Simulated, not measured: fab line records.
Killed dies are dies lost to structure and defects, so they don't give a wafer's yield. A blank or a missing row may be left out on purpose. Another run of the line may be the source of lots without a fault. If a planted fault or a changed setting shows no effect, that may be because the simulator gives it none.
Code-filled problem report in 8D (eight disciplines) form    flow sky130    the parts of the form that need people (team, actions taken, sign-off) are left out

1. WHAT WENT WRONG
Wafers without a fault read 20.000, standard deviation 0.0057; beamEnergyKeV at SKY_LDD_N_IMPLANT_10 reads a mean of 18.155 on 6 wafers belonging to 2 lots. So: -99 or more standard deviations from the usual mean.
First observed at day 23 10:37: wafer L662.1, on implanter-01. The record holds 18 wafers of 6 lots with a number at this step. The rule behind "out" and "out of limits": a value lying over 4 standard deviations away from the usual mean. The other wafers with a number count as sound.

2. WHAT IT IS, AND WHAT IT ISN'T
question                     is                      is not
which readings at this step  beamEnergyKeV           -
which lots                   L662, L665              L657, L659, L663, L670
which wafers of those lots   all that have a number  -
read on which tools          implanter-01            implanter-02, implanter-04
when                         from day 23 10:37       up to then (6 sound wafers); but 6 sound wafers of L663, L670 came after

3. THE SUSPECTS, EACH WITH WHAT RULES IT OUT
Counting: a tool stays on the suspect list if, at a process step up to the reading, it processed all lots that are out and no sound lot following the first of them.
- implanter-01 at SKY_LDD_N_IMPLANT_10: kept. It processed each lot that is out, first L662 at day 23 10:37, and no sound lot thereafter; up to then, the last sound lot it processed was L659 at day 22 14:04. On those wafers its own readings are out: beamEnergyKeV.
The count leaves implanter-01 at SKY_LDD_N_IMPLANT_10.

4. THE CAUSE (what the simulator had put in)
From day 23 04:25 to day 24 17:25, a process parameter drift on implanter-01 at SKY_LDD_N_IMPLANT_10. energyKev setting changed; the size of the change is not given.
Counting left only this tool.

5. THE CHAIN OF EFFECTS, in route order
Each row: a reading whose mean over the struck wafers that have a number lies more than 3 standard deviations from the usual. Readings are gone through only where the record gives a usual standard deviation; hours: the median, over the lots, of the time from a lot's start at the first step in this table giving one to that lot's start at this step; sigmas: the change measured in usual standard deviations.
hours  step                  reading        usual   on struck wafers  change  sigmas
0      SKY_LDD_N_IMPLANT_10  beamEnergyKeV  20.000  18.155            -1.845  -99 or more
The process steps in it:
- SKY_LDD_N_IMPLANT_10

6. WHAT WOULD HAVE CAUGHT IT SOONER
In this record the first reading out of limits was taken at day 23 10:37, 6 hours after the fault began at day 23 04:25.
